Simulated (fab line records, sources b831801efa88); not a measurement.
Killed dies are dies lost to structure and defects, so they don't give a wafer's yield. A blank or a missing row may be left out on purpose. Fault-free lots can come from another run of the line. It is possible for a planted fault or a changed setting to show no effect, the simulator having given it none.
fab line records -- flow gf180mcu
record: lots: 15, wafers: 45, lastDay: 34
route steps=602 shown M3@423 V3@439
lots with no fault: from the same line, run without faults
startH: hours from the record's first day to the start of the lot's first wafer shown -- waitH: how many hours have passed since the lot's step before this one -- " repeats the value in the row above -- L1.1+2: a single row standing in for several wafers -- - value missing, or start not given -- * or withheld: withheld -- < > ~ a bound
route shown NAME@n: a module of which the file shows steps, and the number in the route of the first -- usual: average and standard deviation across the fault-free wafers -- same: alike in all rows -- chamber/n: place in a boat -- sites: each site's reading -- _std_site: how widely they spread, as a standard deviation -- _edge_site: the outer-site mean with the inner-site mean subtracted -- radiusMm: for every site, how far away it sits from the centre of the wafer -- mask NAME#n: copy n -- behind: tool/chamber where the wafer was last shaped -- hold: the reason the lot was held/the length of the hold in hours/how it ended -- device: transistor that didn't switch, given as n, p or np -- end of line: the same wafers' tests at the end of the route -- step lacking rows: just its recipe -- killed: dies lost to structure and defects at the first sort, not the wafer's yield -- map: shows each die of a wafer: x if killed, . if not, _ if none is there
set.NAME: the setting as run; set.NAME@STEP: as run at that earlier step -- model.NAME: the simulator's own value behind a step, which no gauge read
one table for each step of the route and one row for each wafer, over a sample of lots
services: when a tool's chamber went out of use (startH, in hours from the record's first day, below 0 if earlier), for how many hours, and the reason
== steps ==
step: GF_M3_CD_MEAS_14
recipe: targetCdNm: 280
usual: cdNm: 280.3/1.4
lot.wafer,tool,chamber,startH,waitH,cdNm
L548.1,cdSem-01,-,493.14,0.1,281.0
L548.2,cdSem-01,-,493.14,0.1,281.5
L548.5,cdSem-01,-,493.14,0.1,281.4
L549.1,cdSem-01,-,506.62,0.1,279.8
L549.4,cdSem-01,-,506.62,0.1,280.7
L549.5,cdSem-01,-,506.62,0.1,280.7
L550.1,cdSem-01,-,514.49,0.1,281.3
L550.2,cdSem-01,-,514.49,0.1,281.3
L550.6,cdSem-01,-,514.49,0.1,280.3
L553.1,cdSem-02,-,543.57,0.1,277.9
L553.5,cdSem-02,-,543.57,0.1,277.7
L553.6,cdSem-02,-,543.57,0.1,278.0
L554.3,cdSem-02,-,555.78,0.1,280.4
L554.4,cdSem-02,-,555.78,0.1,279.3
L554.5,cdSem-02,-,555.78,0.1,280.9
L555.2,cdSem-01,-,556.29,0.1,281.9
L555.4,cdSem-01,-,556.29,0.1,281.7
L555.5,cdSem-01,-,556.29,0.1,282.3
L557.2,cdSem-02,-,580.59,0.1,279.5
L557.5,cdSem-02,-,580.59,0.1,279.8
L557.6,cdSem-02,-,580.59,0.1,279.1
L559.1,cdSem-02,-,589.84,0.1,281.1
L559.2,cdSem-02,-,589.84,0.1,281.9
L559.3,cdSem-02,-,589.84,0.1,280.6
L560.3,cdSem-01,-,599.03,0.1,281.9
L560.4,cdSem-01,-,599.03,0.1,281.8
L560.6,cdSem-01,-,599.03,0.1,280.8
L562.1,cdSem-01,-,613.81,0.2,280.3
L562.4,cdSem-01,-,613.81,0.2,280.8
L562.6,cdSem-01,-,613.81,0.2,280.8
L563.4,cdSem-01,-,628.23,0.1,280.7
L563.5,cdSem-01,-,628.23,0.1,279.8
L563.6,cdSem-01,-,628.23,0.1,281.0
L564.1,cdSem-01,-,629.42,0.1,280.4
L564.4,cdSem-01,-,629.42,0.1,280.8
L564.6,cdSem-01,-,629.42,0.1,280.3
L568.1,cdSem-01,-,661.71,0.1,277.9
L568.3,cdSem-01,-,661.71,0.1,278.5
L568.6,cdSem-01,-,661.71,0.1,279.8
L569.2,cdSem-02,-,665.36,0.1,281.0
L569.3,cdSem-02,-,665.36,0.1,279.8
L569.5,cdSem-02,-,665.36,0.1,280.8
L570.1,cdSem-02,-,666.66,0.1,280.9
L570.5,cdSem-02,-,666.66,0.1,282.4
L570.6,cdSem-02,-,666.66,0.1,283.8
step: GF_V3_SOFTBAKE_10
recipe: tempC: 130, timeS: 60, resist: KrF
usual: heaterPowerTotalW: 93.05/0.061, plateTempC: 130.03/0.13, resistLineTempC: 23.02/0.12
same: timeS: 60
lot.wafer,tool,chamber,startH,waitH,heaterPowerTotalW,plateTempC,resistLineTempC
L548.1,lithoTrack-03,0,506,-,93.12,130.11,23.05
L548.2,lithoTrack-03,0,506,-,93.10,130.10,22.90
L548.5,lithoTrack-03,0,506,-,93.04,130.02,22.86
L549.1,lithoTrack-02,0,519,-,93.12,129.84,23.20
L549.4,lithoTrack-02,0,519,-,92.98,130.05,23.24
L549.5,lithoTrack-02,0,519,-,93.03,130.06,23.18
L550.1,lithoTrack-04,0,527,-,93.06,130.22,23.00
L550.2,lithoTrack-04,0,527,-,93.05,129.80,22.85
L550.6,lithoTrack-04,0,527,-,92.97,129.97,22.93
L553.1,lithoTrack-02,0,556,-,93.05,129.99,23.07
L553.5,lithoTrack-02,0,556,-,93.08,130.05,23.04
L553.6,lithoTrack-02,0,556,-,92.99,129.73,23.12
L554.3,lithoTrack-03,0,568,-,92.99,129.93,22.91
L554.4,lithoTrack-03,0,568,-,93.07,129.96,22.98
L554.5,lithoTrack-03,0,568,-,92.90,130.03,22.98
L555.2,lithoTrack-02,0,568,-,92.97,129.90,22.99
L555.4,lithoTrack-02,0,568,-,93.13,129.81,22.89
L555.5,lithoTrack-02,0,568,-,92.87,130.03,23.09
L557.2,lithoTrack-02,0,593,-,93.05,130.08,23.08
L557.5,lithoTrack-02,0,593,-,93.02,129.87,23.13
L557.6,lithoTrack-02,0,593,-,93.11,129.90,23.11
L559.1,lithoTrack-04,0,601,-,93.12,130.04,23.17
L559.2,lithoTrack-04,0,601,-,92.99,130.05,22.78
L559.3,lithoTrack-04,0,601,-,93.10,130.11,23.11
L560.3,lithoTrack-02,0,610,-,93.11,130.22,23.07
L560.4,lithoTrack-02,0,610,-,93.07,130.10,23.10
L560.6,lithoTrack-02,0,610,-,93.00,130.16,23.21
L562.1,lithoTrack-04,0,625,-,93.00,130.23,23.16
L562.4,lithoTrack-04,0,625,-,93.09,130.08,22.96
L562.6,lithoTrack-04,0,625,-,93.06,130.04,23.13
L563.4,lithoTrack-02,0,639,-,92.93,129.82,23.03
L563.5,lithoTrack-02,0,639,-,93.19,130.03,23.01
L563.6,lithoTrack-02,0,639,-,92.94,129.99,22.98
L564.1,lithoTrack-02,0,641,-,101.96,139.24,22.92
L564.4,lithoTrack-02,0,641,-,101.80,139.18,22.83
L564.6,lithoTrack-02,0,641,-,101.74,139.32,22.76
L568.1,lithoTrack-04,0,672,-,92.95,129.94,23.16
L568.3,lithoTrack-04,0,672,-,93.14,130.12,23.05
L568.6,lithoTrack-04,0,672,-,93.10,130.05,22.99
L569.2,lithoTrack-02,0,676,-,101.84,139.61,22.98
L569.3,lithoTrack-02,0,676,-,101.91,139.51,22.90
L569.5,lithoTrack-02,0,676,-,101.82,139.55,22.77
L570.1,lithoTrack-02,0,677,-,101.84,139.44,22.89
L570.5,lithoTrack-02,0,677,-,101.84,139.43,22.97
L570.6,lithoTrack-02,0,677,-,101.75,139.47,22.93
step: GF_V3_CD_MEAS_14
recipe: targetCdNm: 260
usual: cdNm: 259.7/1.3
lot.wafer,tool,chamber,startH,waitH,cdNm
L548.1,cdSem-02,-,518.12,0.1,259.5
L548.2,cdSem-02,-,518.12,0.1,260.7
L548.5,cdSem-02,-,518.12,0.1,258.6
L549.1,cdSem-02,-,531.22,0.1,258.5
L549.4,cdSem-02,-,531.22,0.1,260.4
L549.5,cdSem-02,-,531.22,0.1,259.9
L550.1,cdSem-02,-,538.92,0.1,259.8
L550.2,cdSem-02,-,538.92,0.1,259.6
L550.6,cdSem-02,-,538.92,0.1,260.3
L553.1,cdSem-02,-,567.02,0.1,259.0
L553.5,cdSem-02,-,567.02,0.1,258.1
L553.6,cdSem-02,-,567.02,0.1,260.3
L554.3,cdSem-01,-,578.61,0.1,258.3
L554.4,cdSem-01,-,578.61,0.1,258.7
L554.5,cdSem-01,-,578.61,0.1,258.3
L555.2,cdSem-01,-,578.99,0.1,258.2
L555.4,cdSem-01,-,578.99,0.1,258.5
L555.5,cdSem-01,-,578.99,0.1,258.5
L557.2,cdSem-02,-,603.74,0.1,259.2
L557.5,cdSem-02,-,603.74,0.1,260.3
L557.6,cdSem-02,-,603.74,0.1,260.6
L559.1,cdSem-01,-,612.17,0.1,258.8
L559.2,cdSem-01,-,612.17,0.1,259.8
L559.3,cdSem-01,-,612.17,0.1,259.3
L560.3,cdSem-02,-,621.21,0.1,257.8
L560.4,cdSem-02,-,621.21,0.1,258.9
L560.6,cdSem-02,-,621.21,0.1,256.7
L562.1,cdSem-02,-,635.07,0.1,260.9
L562.4,cdSem-02,-,635.07,0.1,260.0
L562.6,cdSem-02,-,635.07,0.1,259.9
L563.4,cdSem-01,-,649.67,0.1,260.7
L563.5,cdSem-01,-,649.67,0.1,261.9
L563.6,cdSem-01,-,649.67,0.1,262.1
L564.1,cdSem-01,-,651.42,0.1,290.5
L564.4,cdSem-01,-,651.42,0.1,290.9
L564.6,cdSem-01,-,651.42,0.1,291.3
L568.1,cdSem-02,-,682.07,0.1,260.4
L568.3,cdSem-02,-,682.07,0.1,259.3
L568.6,cdSem-02,-,682.07,0.1,260.2
L569.2,cdSem-01,-,685.59,0.1,287.6
L569.3,cdSem-01,-,685.59,0.1,287.7
L569.5,cdSem-01,-,685.59,0.1,286.9
L570.1,cdSem-02,-,687.21,0.1,285.3
L570.5,cdSem-02,-,687.21,0.1,286.2
L570.6,cdSem-02,-,687.21,0.1,286.1
step: GF_V3_STRIP_18
recipe: chemistry: O2/N2, powerW: 1400, pressureMtorr: 1500, platenTempC: 250, o2FlowSccm: 3000, n2FlowSccm: 300, overashFraction: 0.5
usual: drypumpMotorCurrentA: 5.4/0.57, heaterPowerW: 331/23, oesProductAu: 0.592/0.005
lot.wafer,tool,chamber,startH,waitH,drypumpMotorCurrentA,heaterPowerW,oesProductAu,rfHoursCounterH
L548.1,plasmaAsher-04,0,518.41,-,5.4,341,0.595,41
L548.2,plasmaAsher-04,1,518.41,-,5.1,331,0.594,41
L548.5,plasmaAsher-04,0,518.41,-,5.3,346,0.599,-
L549.1,plasmaAsher-04,1,531.50,-,5.2,337,0.593,43
L549.4,plasmaAsher-04,0,531.50,-,5.4,341,0.596,-
L549.5,plasmaAsher-04,0,531.50,-,5.3,338,0.597,-
L550.1,plasmaAsher-04,1,539.32,-,5.1,338,0.595,44
L550.2,plasmaAsher-04,0,539.32,-,5.3,338,0.584,44
L550.6,plasmaAsher-04,1,539.32,-,5.1,340,0.583,-
L553.1,plasmaAsher-03,0,567.30,-,4.9,306,0.591,9
L553.5,plasmaAsher-03,1,567.30,-,5.0,304,0.585,-
L553.6,plasmaAsher-03,0,567.30,-,4.9,296,0.602,-
L554.3,plasmaAsher-01,1,578.92,-,5.6,370,0.594,-
L554.4,plasmaAsher-01,0,578.92,-,6.8,332,0.591,-
L554.5,plasmaAsher-01,1,578.92,-,5.6,377,0.592,-
L555.2,plasmaAsher-03,1,579.26,-,4.9,312,0.595,10
L555.4,plasmaAsher-03,1,579.26,-,4.9,303,0.590,-
L555.5,plasmaAsher-03,0,579.26,-,4.9,303,0.585,-
L557.2,plasmaAsher-03,1,604.01,-,4.9,315,0.596,13
L557.5,plasmaAsher-03,1,604.01,-,4.9,310,0.602,-
L557.6,plasmaAsher-03,0,604.01,-,4.9,302,0.598,-
L559.1,plasmaAsher-04,0,612.46,-,5.3,342,0.597,53
L559.2,plasmaAsher-04,1,612.46,-,5.2,354,0.591,53
L559.3,plasmaAsher-04,1,612.46,-,5.1,349,0.591,-
L560.3,plasmaAsher-01,0,621.49,-,6.8,325,0.591,-
L560.4,plasmaAsher-01,1,621.49,-,5.6,369,0.590,-
L560.6,plasmaAsher-01,0,621.49,-,6.8,323,0.589,-
L562.1,plasmaAsher-03,1,635.35,-,5.0,306,0.589,16
L562.4,plasmaAsher-03,1,635.35,-,5.0,310,0.591,-
L562.6,plasmaAsher-03,0,635.35,-,4.9,306,0.595,-
L563.4,plasmaAsher-04,0,649.93,-,5.3,340,0.599,-
L563.5,plasmaAsher-04,0,649.93,-,5.3,348,0.588,-
L563.6,plasmaAsher-04,1,649.93,-,5.1,344,0.596,-
L564.1,plasmaAsher-03,0,651.71,-,4.9,301,0.589,18
L564.4,plasmaAsher-03,0,651.71,-,4.9,304,0.593,-
L564.6,plasmaAsher-03,1,651.71,-,5.0,305,0.586,-
L568.1,plasmaAsher-03,0,682.36,-,4.9,302,0.596,21
L568.3,plasmaAsher-03,1,682.36,-,5.0,307,0.602,-
L568.6,plasmaAsher-03,1,682.36,-,5.0,303,0.586,-
L569.2,plasmaAsher-04,0,685.85,-,5.4,340,0.586,60
L569.3,plasmaAsher-04,0,685.85,-,5.4,342,0.581,-
L569.5,plasmaAsher-04,0,685.85,-,5.3,341,0.586,-
L570.1,plasmaAsher-01,0,687.51,-,6.8,325,0.594,111
L570.5,plasmaAsher-01,0,687.51,-,6.8,327,0.585,-
L570.6,plasmaAsher-01,1,687.51,-,5.6,373,0.582,-
step: GF_V3_RS_MEAS_24
recipe: thkMeasGauge: four-point-probe, reads: W_of_V3_CVD_23+TiN_of_V3_SPUTTER_22+Ti_of_V3_SPUTTER_21
usual: V3_W_RS: 0.328/0.0032
lot.wafer,tool,chamber,startH,waitH,V3_W_RS[ohm/sq]
L548.1,filmMetro-01,-,519.16,0.1,0.333
L548.2,filmMetro-01,-,519.16,0.1,0.328
L548.5,filmMetro-01,-,519.16,0.1,0.332
L549.1,filmMetro-01,-,532.25,0.1,0.324
L549.4,filmMetro-01,-,532.25,0.1,0.323
L549.5,filmMetro-01,-,532.25,0.1,0.326
L550.1,filmMetro-04,-,540.09,0.1,0.326
L550.2,filmMetro-04,-,540.09,0.1,0.322
L550.6,filmMetro-04,-,540.09,0.1,0.321
L553.1,filmMetro-03,-,568.39,0.1,0.327
L553.5,filmMetro-03,-,568.39,0.1,0.330
L553.6,filmMetro-03,-,568.39,0.1,0.332
L554.3,filmMetro-01,-,579.72,0.1,0.333
L554.4,filmMetro-01,-,579.72,0.1,0.328
L554.5,filmMetro-01,-,579.72,0.1,0.329
L555.2,filmMetro-03,-,580.06,0.1,0.327
L555.4,filmMetro-03,-,580.06,0.1,0.326
L555.5,filmMetro-03,-,580.06,0.1,0.328
L557.2,filmMetro-03,-,604.77,0.1,0.323
L557.5,filmMetro-03,-,604.77,0.1,0.325
L557.6,filmMetro-03,-,604.77,0.1,0.325
L559.1,filmMetro-01,-,613.21,0.1,0.328
L559.2,filmMetro-01,-,613.21,0.1,0.326
L559.3,filmMetro-01,-,613.21,0.1,0.332
L560.3,filmMetro-04,-,622.24,0.1,0.330
L560.4,filmMetro-04,-,622.24,0.1,0.331
L560.6,filmMetro-04,-,622.24,0.1,0.332
L562.1,filmMetro-03,-,636.11,0.1,0.330
L562.4,filmMetro-03,-,636.11,0.1,0.330
L562.6,filmMetro-03,-,636.11,0.1,0.331
L563.4,filmMetro-01,-,650.77,0.1,0.328
L563.5,filmMetro-01,-,650.77,0.1,0.328
L563.6,filmMetro-01,-,650.77,0.1,0.331
L564.1,filmMetro-01,-,652.54,0.1,0.326
L564.4,filmMetro-01,-,652.54,0.1,0.331
L564.6,filmMetro-01,-,652.54,0.1,0.331
L568.1,filmMetro-04,-,683.10,0.1,0.329
L568.3,filmMetro-04,-,683.10,0.1,0.326
L568.6,filmMetro-04,-,683.10,0.1,0.330
L569.2,filmMetro-03,-,686.62,0.1,0.326
L569.3,filmMetro-03,-,686.62,0.1,0.327
L569.5,filmMetro-03,-,686.62,0.1,0.325
L570.1,filmMetro-04,-,688.26,0.1,0.327
L570.5,filmMetro-04,-,688.26,0.1,0.334
L570.6,filmMetro-04,-,688.26,0.1,0.325
== services ==
tool,chamber,startH,hours,kind
plasmaAsher-01,-,537.65,8.9,pm
plasmaAsher-01,-,603.50,1.3,repair
plasmaAsher-04,-,604.75,5.0,repair
== key ==
firstSign: step: GF_V3_SOFTBAKE_10, reading: heaterPowerTotalW, direction: up, sigmas: 99+, usual: 93.05, struck: 101.83
effect: step: GF_V3_SOFTBAKE_10, reading: plateTempC, direction: up, sigmas: 74, usual: *, struck: *
effect: step: GF_V3_CD_MEAS_14, reading: cdNm, direction: up, sigmas: 22, usual: 259.7, struck: 288.1, through: controlLoop
metAt GF_V3_SOFTBAKE_10
struckLots L564,L569,L570
sortLeftOut L564.1,L564.4,L564.6,L569.2,L569.3,L569.5,L570.1,L570.5,L570.6
loopTrim: step: GF_V3_EXPOSE_11, setting: dose, lots: L569,L570
notActingAt GF_M3_CD_MEAS_14,GF_V3_STRIP_18,GF_V3_RS_MEAS_24
onsetBetween 639 641
fault: kind: processParameterDrift, tool: lithoTrack-02, chamber: -, onsetH: 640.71, steps: GF_V3_SOFTBAKE_10, channel: tempC, offset: *, shape: step, endH: 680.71, actsIn: *, stated: *
sortLeftOut: the simulated sort isn't trusted on such a fault, so these wafers' sort isn't shown, and their yield isn't known
loopTrim: a control loop set the setting to another value than it would have without faults
